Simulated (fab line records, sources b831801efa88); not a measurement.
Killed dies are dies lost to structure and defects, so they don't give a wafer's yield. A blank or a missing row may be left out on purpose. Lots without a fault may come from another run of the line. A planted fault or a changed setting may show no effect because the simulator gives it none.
Tool commonality check | flow sky130 | 14 lots, 42 wafers sampled

WHY IT WAS OPENED
At SKY_RES_XHIGH_TW_MEAS_09 the reading RES_XHIGH_TW is flagged on 2 of 14 lots. Wafers without a fault read 1639, standard deviation 15.
Rule: a lot is flagged when every wafer of it that has a number lies more than 4 standard deviations from that mean, or none has a number. The other lots count as sound.

lot  | measured     | on            | RES_XHIGH_TW, wafer by wafer | flag
L933 | day 27 13:28 | film_metro-04 | 1631 1638 1632               |
L934 | day 28 03:41 | film_metro-01 | 1618 1616 1608               |
L935 | day 28 18:52 | film_metro-04 | 1629 1637 1636               |
L937 | day 28 22:40 | film_metro-02 | 1646 1655 1640               |
L938 | day 29 05:25 | film_metro-02 | 1658 1660 1659               |
L940 | day 29 17:40 | film_metro-02 | 1662 1667 1665               |
L941 | day 30 02:07 | film_metro-01 | 30 30 29                     | FLAGGED
L942 | day 30 20:39 | film_metro-02 | 30 30 30                     | FLAGGED
L943 | day 30 21:35 | film_metro-02 | 1652 1645 1639               |
L947 | day 32 07:31 | film_metro-01 | 1625 1630 1625               |
L951 | day 33 11:46 | film_metro-02 | 1635 1640 1647               |
L953 | day 34 04:10 | film_metro-01 | 1630 1617 1622               |
L954 | day 34 06:07 | film_metro-02 | 1643 1645 1645               |
L955 | day 34 13:41 | film_metro-02 | 1654 1656 1642               |
The numbers of the flagged lots are 30 on average: -1609 against the usual, or -99 or more standard deviations.

WHICH TOOL RAN EACH LOT
The record holds 1 process step before the reading, out of a route of 708 steps. In each cell: the tool, then ch and the chambers that the sampled wafers went through, then the start.
lot  | flag    | SKY_RES_XHIGH_DEVELOP_06
L933 |         | litho_track-02 ch 0, day 27 13:05
L934 |         | litho_track-03 ch 0, day 28 03:17
L935 |         | litho_track-01 ch 0, day 28 18:28
L937 |         | litho_track-02 ch 0, day 28 22:17
L938 |         | litho_track-02 ch 0, day 29 05:01
L940 |         | litho_track-02 ch 0, day 29 17:17
L941 | FLAGGED | litho_track-02, day 30 01:43
L942 | FLAGGED | litho_track-03, day 30 20:16
L943 |         | litho_track-01 ch 0, day 30 21:12
L947 |         | litho_track-03 ch 0, day 32 07:10
L951 |         | litho_track-03 ch 0, day 33 11:23
L953 |         | litho_track-03 ch 0, day 34 03:47
L954 |         | litho_track-02 ch 0, day 34 05:43
L955 |         | litho_track-03 ch 0, day 34 13:17
What these steps do:
- SKY_RES_XHIGH_DEVELOP_06: develop time 60 s.
- SKY_RES_XHIGH_TW_MEAS_09

FLAGGED OVER TOTAL, TOOL BY TOOL (the gauges that took the reading come last)
step                     | tool           | lots run | flagged | share of the flagged lots | sound lots run after its first flagged lot
SKY_RES_XHIGH_DEVELOP_06 | litho_track-01 | 2        | 0       | none                      | -
SKY_RES_XHIGH_DEVELOP_06 | litho_track-02 | 6        | 1       | some                      | 1 (L954)
SKY_RES_XHIGH_DEVELOP_06 | litho_track-03 | 6        | 1       | some                      | 4 (L947,L951,L953,L955)
SKY_RES_XHIGH_TW_MEAS_09 | film_metro-01  | 4        | 1       | some                      | 2 (L947,L953)
SKY_RES_XHIGH_TW_MEAS_09 | film_metro-02  | 8        | 1       | some                      | 4 (L943,L951,L954,L955)
SKY_RES_XHIGH_TW_MEAS_09 | film_metro-04  | 2        | 0       | none                      | -

WHAT THE TABLE ALLOWS
No row of the table ran every flagged lot.

WHAT THE SIMULATOR HAD PUT IN
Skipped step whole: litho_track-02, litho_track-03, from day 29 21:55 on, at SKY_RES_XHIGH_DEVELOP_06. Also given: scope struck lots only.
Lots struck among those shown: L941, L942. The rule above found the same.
